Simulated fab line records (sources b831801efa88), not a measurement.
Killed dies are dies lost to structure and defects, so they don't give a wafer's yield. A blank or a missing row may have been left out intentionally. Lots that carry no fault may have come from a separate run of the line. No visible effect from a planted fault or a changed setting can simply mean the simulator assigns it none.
What tool caused it? ; flow gf180mcu ; 13 lots with 39 wafers sampled at 6 steps, on a route of 602 steps

## WHAT THE GAUGES READ, wafer by wafer
GF_MVSD_TW_MEAS_11.
lot;measured;on;MVSD_TW
L406;day 4 12:53;film metro-01;1582 1577 1583
L407;day 4 16:10;film metro-01;1576 1587 1584
L408;day 4 21:14;film metro-04;1573 1570 1583
L409;day 5 03:29;film metro-04;1573 1565 1572
L410;day 5 08:41;film metro-02;1557 1556 1558
L411;day 5 16:43;film metro-01;1562 1559 1557
L412;day 5 22:08;film metro-01;1565 1563 1566
L413;day 6 03:44;film metro-01;1597 1593 1601
L420;day 7 20:26;film metro-02;1567 1549 1552
L421;day 8 04:44;film metro-04;1564 1571 1571
L422;day 8 07:59;film metro-04;1672 1684 1686
L423;day 8 15:32;film metro-02;1672 1678 1669
L425;day 9 01:35;film metro-02;1552 1555 1555

GF_VT_IMPLANT_RS_MEAS_46: uses a four-point probe to measure.
lot;measured;on;MVSD_RS (ohm/sq)
L406;day 7 16:42;film metro-04;458.4 456.5 456.5
L407;day 7 21:09;film metro-02;458.9 457.3 458.2
L408;day 8 01:43;film metro-02;456.0 456.9 457.5
L409;day 8 09:41;film metro-04;454.6 455.0 455.2
L410;day 8 16:07;film metro-01;457.0 456.9 456.5
L411;day 9 00:44;film metro-01;458.1 456.9 456.5
L412;day 9 08:05;film metro-02;458.1 457.4 456.9
L413;day 9 12:31;film metro-02;456.8 458.5 459.9
L420;day 11 11:11;film metro-02;457.0 456.6 456.6
L421;day 11 22:11;film metro-02;457.4 457.1 457.2
L422;day 11 23:32;film metro-02;400.3 400.7 401.4
L423;day 12 09:46;film metro-02;399.7 400.0 400.7
L425;day 12 20:06;film metro-01;455.8 455.0 456.6

GF_M2_OVL_MEAS_15.
lot;measured;on;M2_OVL (nm)
L406;day 19 13:13;overlay-01;-3 3 -3
L407;day 19 21:37;overlay-02;-4 -7 -8
L408;day 19 19:55;overlay-02;2 6 -2
L409;day 20 17:49;overlay-02;9 1 -3
L410;day 21 05:51;overlay-01;-4 0 -1
L411;day 21 14:00;overlay-01;1 -6 3
L412;day 22 03:13;overlay-01;0 8 -4
L413;day 21 21:21;overlay-02;-8 3 5
L420;day 24 05:19;overlay-02;-8 -16 -10
L421;day 24 18:11;overlay-02;8 7 6
L422;day 25 00:39;overlay-01;2 5 4
L423;day 25 11:40;overlay-02;-2 1 -13
L425;day 25 18:33;overlay-02;-7 -7 -12

GF_V2_CD_MEAS_14 targets a cd of 260 nm.
lot;measured;on;cd nm (nm)
L406;day 20 14:48;cd sem-01;258.6 259.6 259.9
L407;day 20 23:06;cd sem-02;261.1 260.0 260.6
L408;day 20 21:59;cd sem-02;260.8 261.0 260.6
L409;day 21 19:35;cd sem-01;260.3 260.3 259.7
L410;day 22 06:49;cd sem-02;259.4 261.7 261.4
L411;day 22 15:16;cd sem-01;261.4 261.4 261.7
L412;day 23 04:07;cd sem-02;260.3 260.7 259.6
L413;day 22 21:50;cd sem-01;259.5 259.4 260.2
L420;day 25 04:50;cd sem-01;261.8 262.2 262.6
L421;day 25 15:41;cd sem-01;261.7 261.6 261.2
L422;day 25 23:35;cd sem-02;261.0 261.9 260.8
L423;day 26 10:37;cd sem-02;258.2 259.1 258.7
L425;day 26 16:55;cd sem-01;260.4 261.0 260.8

GF_V2_OVL_MEAS_15.
lot;measured;on;V2_OVL (nm)
L406;day 20 14:55;overlay-02;-2 5 6
L407;day 20 23:13;overlay-01;-9 -12 -11
L408;day 20 22:05;overlay-02;-6 -2 -7
L409;day 21 19:43;overlay-01;4 2 0
L410;day 22 06:55;overlay-02;2 0 1
L411;day 22 15:23;overlay-01;2 1 3
L412;day 23 04:13;overlay-01;-3 -5 -3
L413;day 22 21:57;overlay-02;-14 -8 -13
L420;day 25 04:55;overlay-01;7 10 8
L421;day 25 15:49;overlay-02;-2 -7 4
L422;day 25 23:43;overlay-01;-6 -9 -11
L423;day 26 10:44;overlay-02;0 0 -5
L425;day 26 17:01;overlay-02;8 7 4

## EACH LOT AND THE TOOL THAT RAN IT (in order: tool; ch and the chambers of the sampled wafers; start)
lot;GF_MVSD_IMPLANT_08
L406;implanter-03 ch 0, day 4 12:29
L407;implanter-03 ch 0, day 4 15:46
L408;implanter-01 ch 0, day 4 20:52
L409;implanter-04 ch 0, day 5 03:05
L410;implanter-01 ch 0, day 5 08:17
L411;implanter-03 ch 0, day 5 16:19
L412;implanter-03 ch 0, day 5 21:44
L413;implanter-03 ch 0, day 6 03:20
L420;implanter-01 ch 0, day 7 20:04
L421;implanter-01 ch 0, day 8 04:20
L422;implanter-01 ch 0, day 8 07:35
L423;implanter-01 ch 0, day 8 15:10
L425;implanter-03 ch 0, day 9 01:11
- GF_MVSD_IMPLANT_08

## AS READ BY THE TOOLS THEMSELVES (means over the sampled wafers that have a number; for cases with no such wafer, the mark the record gives instead)
GF_MVSD_IMPLANT_08.
lot;tool;dose ions cm2;faraday current uA
L406;implanter-03;1.6008e+13;88.8
L407;implanter-03;1.5983e+13;90.3
L408;implanter-01;1.6005e+13;89.7
L409;implanter-04;1.5994e+13;90.3
L410;implanter-01;1.6023e+13;89.7
L411;implanter-03;1.5997e+13;90.6
L412;implanter-03;1.5988e+13;88.4
L413;implanter-03;1.6007e+13;89.4
L420;implanter-01;1.5976e+13;90.9
L421;implanter-01;1.5999e+13;88.5
L422;implanter-01;2.0833e+13;117.0
L423;implanter-01;2.0830e+13;117.2
L425;implanter-03;1.6010e+13;91.0

## THE ANSWER, worked out from the rows above alone
Rule: the lots themselves supply what counts as usual. Put in order of their means at a reading, lots are off if they are a third of the lots or fewer, leave a main group of 4 or more, and stand apart from it by a gap of 3 or more times the standard deviation of the main group's means; of several such gaps the widest counts. A main group is skipped when, at the precision printed for the reading in the tables above, its means are all equal. Also off: a lot with no number at a reading for which 4 or more lots have one. Where the step has rows for the other lots, those lots are counted as sound. After the gauges, taken in route order, come the tools' own readings; for these a lot's mean is taken, as printed above. At the first step where some lot is off, the reading lying furthest off is the one used; lots without a number count as furthest.
Off: L422, L423, at GF_MVSD_TW_MEAS_11 (MVSD_TW). The main group has a mean of 1570 with a standard deviation of 13.
If a tool, at a process step before that reading, ran all the lots that are off and no sound lot after the first of them, it fits. The gauges at GF_MVSD_TW_MEAS_11 aren't tried: what is off there is off at GF_MVSD_IMPLANT_08 too, on other tools, and a gauge's error can't cause that. One fits: implanter-01 at GF_MVSD_IMPLANT_08. Its last sound lot is L421 (day 8 04:20), its first lot that is off L422 (day 8 07:35): a fault that began between those two fits.
The tool's own readings at GF_MVSD_IMPLANT_08 bear it out: on the lots that are off they differ by more than 5 times the standard deviation of the sound lots' means. dose ions cm2 reads 2.0832e+13 there against 1.5999e+13 on the sound lots; faraday current uA reads 117.1 there against 89.8 on the sound lots.

## WHAT THE SIMULATOR HAD PUT IN
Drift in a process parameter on implanter-01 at GF_MVSD_IMPLANT_08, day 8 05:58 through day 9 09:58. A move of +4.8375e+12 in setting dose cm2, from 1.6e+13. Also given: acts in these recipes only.
Shown lots that were struck: L422, L423. The rule above reached the same finding.
